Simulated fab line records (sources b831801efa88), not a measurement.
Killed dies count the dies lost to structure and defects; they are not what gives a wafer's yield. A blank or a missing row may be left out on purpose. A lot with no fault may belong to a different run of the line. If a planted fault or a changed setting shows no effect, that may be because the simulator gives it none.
A lot that was struck, set against a sound lot :: flow sky130 :: 28 steps out of a route of 708
Sound: the wafers L255.2, L255.3, L255.6. The struck wafers were L265.2, L265.3, L265.4. At the end, the cause is stated.
At each step with rows: each side's tool, then ch and its chambers, then its first start. Under that, the readings that differ: sound wafers :: struck wafers :: difference of the means :: sigmas: that difference in standard deviations of wafers without a fault.
alike: a reading whose means differ by less than 2 such deviations, as well as words and numbers matching on both sides. not compared: withheld readings; readings where some wafer has no value; bounds like >300 that might hide an equal value; numbers whose values overlap and for which the record gives no deviation.
A row with sigmas, a row that says differs or no value, or rows on one side alone: a step with any of these is where the two part. Non-overlapping numbers with no deviation appear without sigmas and do not part them. Lack of a reading on every wafer of one side parts them only where that side has two or more wafers.

first, 1 step without rows for these wafers: SKY_VT_ADJUST_LVTN_IMPLANT_08.
SKY_VT_ADJUST_LVTN_STRIP_09: strips in O2/N2.
  sound on plasma-asher-02 ch 1, day 7 12:28; struck on plasma-asher-02 ch 0,1, day 9 22:03
  alike: drypump-motor-current-A, oes-product-au, strip-time-to-endpoint-s
  not compared: rf-hours-counter-h
SKY_VT_ADJUST_LVTN_TW_MEAS_10:
  sound: film-metro-04 at day 7 12:35; struck: film-metro-01 at day 9 22:10
  alike: VT_ADJUST_LVTN_TW
then, 7 steps without rows for these wafers: SKY_VT_ADJUST_LVTN_DEHYDRATE_11 (time 60 s); SKY_VT_ADJUST_LVTN_HMDS_12 (prime time 59.09 s); SKY_VT_ADJUST_LVTN_COAT_13 (resist thk 1140 nm); SKY_VT_ADJUST_LVTN_SOFTBAKE_14 (time 60 s); SKY_VT_ADJUST_LVTN_EXPOSE_15 (exposes mask HVN STD DERIVED, target cd 600 nm); SKY_VT_ADJUST_LVTN_PEB_16; SKY_VT_ADJUST_LVTN_DEVELOP_17 (develop time 60 s).
SKY_VT_ADJUST_LVTN_OVL_MEAS_18:
  sound: overlay-02 at day 8 09:17; struck: overlay-02 at day 10 20:22
  alike: VT_ADJUST_LVTN_01_OVL
after that, 1 step had no rows for these wafers: SKY_VT_ADJUST_LVTN_IMPLANT_19.
SKY_VT_ADJUST_LVTN_STRIP_20: strips in O2/N2.
  sound on plasma-asher-02 ch 0, day 8 09:28; struck on plasma-asher-02 ch 0,1, day 10 20:32
reading: oes-product-au (a.u.)
sound: 0.720 0.709 0.717
struck: 0.938 0.937 0.942
difference: +0.224
sigmas: +46

reading: strip-time-to-endpoint-s (s)
sound: 14.15 14.14 14.12
struck: - - -
difference: no value on the struck wafers
sigmas: 

reading: model.NOVOLAK_of_VT_ADJUST_LVTN_COAT_13.thk-nm (nm)
sound: 0 0 0
struck: 416.4 418.6 418.5
difference: +417.8
sigmas: 
  alike: drypump-motor-current-A
  not compared: rf-hours-counter-h
SKY_VT_ADJUST_LVTN_TW_MEAS_21:
  sound: film-metro-04 at day 8 09:35; struck: film-metro-04 at day 10 20:39
  alike: VT_ADJUST_LVTN_2_TW
then, 7 steps without rows for these wafers: SKY_VT_ADJUST_NCORE_DEHYDRATE_00 (time 60 s); SKY_VT_ADJUST_NCORE_HMDS_01 (prime time 60 s); SKY_VT_ADJUST_NCORE_COAT_02 (resist thk 1140 nm); SKY_VT_ADJUST_NCORE_SOFTBAKE_03 (time 60 s); SKY_VT_ADJUST_NCORE_EXPOSE_04 (exposes mask LVTN COMPLEMENT THIN, target cd 380 nm); SKY_VT_ADJUST_NCORE_PEB_05; SKY_VT_ADJUST_NCORE_DEVELOP_06 (develop time 60 s).
SKY_VT_ADJUST_NCORE_CD_MEAS_07 targets a cd of 380 nm.
  sound: cd-sem-01 at day 9 07:27; struck: cd-sem-02 at day 11 19:48
  alike: cd-nm
SKY_VT_ADJUST_NCORE_OVL_MEAS_08:
  sound: overlay-02 at day 9 07:34; struck: overlay-01 at day 11 19:55
  alike: VT_ADJUST_NCORE_OVL
after that, 1 step had no rows for these wafers: SKY_VT_ADJUST_NCORE_IMPLANT_09.
SKY_VT_ADJUST_NCORE_STRIP_10: strips in O2/N2.
  sound on plasma-asher-02 ch 1, day 9 07:44; struck on plasma-asher-01 ch 0,1, day 11 20:05
reading: drypump-motor-current-A (A)
sound: 6.3 6.3 6.3
struck: 5.0 5.0 5.7
difference: -1.1
sigmas: -3

reading: strip-time-to-endpoint-s (s)
sound: 14.15 14.12 14.17
struck: 20.51 20.54 20.54
difference: +6.38
sigmas: +99 or more
  alike: oes-product-au
  not compared: rf-hours-counter-h
SKY_VT_ADJUST_NCORE_TW_MEAS_11:
  sound: film-metro-03 at day 9 07:51; struck: film-metro-01 at day 11 20:12
reading: VT_ADJUST_NCORE_TW
sound: 215.3 215.5 215.5
struck: 30.1 30.3 30.1
difference: -185.3
sigmas: -74
then, 1 step without rows for these wafers: SKY_VT_ADJUST_HVTR_DEHYDRATE_00 (time 60 s).
-- a jump in the record: the struck wafers' starts before and after are 37 days apart (it breaks off in module VT_ADJUST_HVTR and resumes in module PAD_OPEN, where the first step shown is number 708 of the route) --
SKY_PAD_OPEN_PROBE_99:
  sound: prober-01 at day 47 04:26; struck: prober-02 at day 49 04:56
reading: model.etest.pfet_16v.r-on-ohm-um
sound: 1.504e+04 1.474e+04 1.528e+04
struck: 1.703e+04 1.695e+04 1.691e+04
difference: +1.943e+03
sigmas: 

reading: model.etest.nfet_16v.r-on-ohm-um
sound: 1.406e+04 1.403e+04 1.418e+04
struck: 1.243e+04 1.234e+04 1.228e+04
difference: -1.740e+03
sigmas: 

reading: model.etest.pfet-g5v0d10v5.r-on-ohm-um
sound: 4724 4792 4784
struck: 6085 6123 6019
difference: +1309
sigmas: 

reading: model.etest.tip-p.rs-ohm-sq
sound: 6862 6879 6829
struck: 7686 7689 7691
difference: +832
sigmas: 

reading: model.etest.pfet_01v8.r-on-ohm-um
sound: 2997 2968 3004
struck: 3393 3459 3431
difference: +438
sigmas: 

reading: model.etest.tip_p_5v.rs-ohm-sq
sound: 2829 2839 2822
struck: 3077 3055 3090
difference: +244
sigmas: 

reading: model.etest.pfet-g5v0d10v5.drive-ua-um
sound: 345.6 338.8 340.8
struck: 241.9 243.7 247.8
difference: -97.3
sigmas: 

reading: model.etest.sram-nfet-pass.drive-ua-um
sound: 480.3 497.5 510.4
struck: 566 566 567.9
difference: +71
sigmas: 

## WHERE THEY PART
First at SKY_VT_ADJUST_LVTN_STRIP_20; last, within this record, at SKY_VT_ADJUST_NCORE_TW_MEAS_11.

WHY: what the simulator had put in
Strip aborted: plasma-asher-02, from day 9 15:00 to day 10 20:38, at SKY_VT_ADJUST_LVTN_STRIP_20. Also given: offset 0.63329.
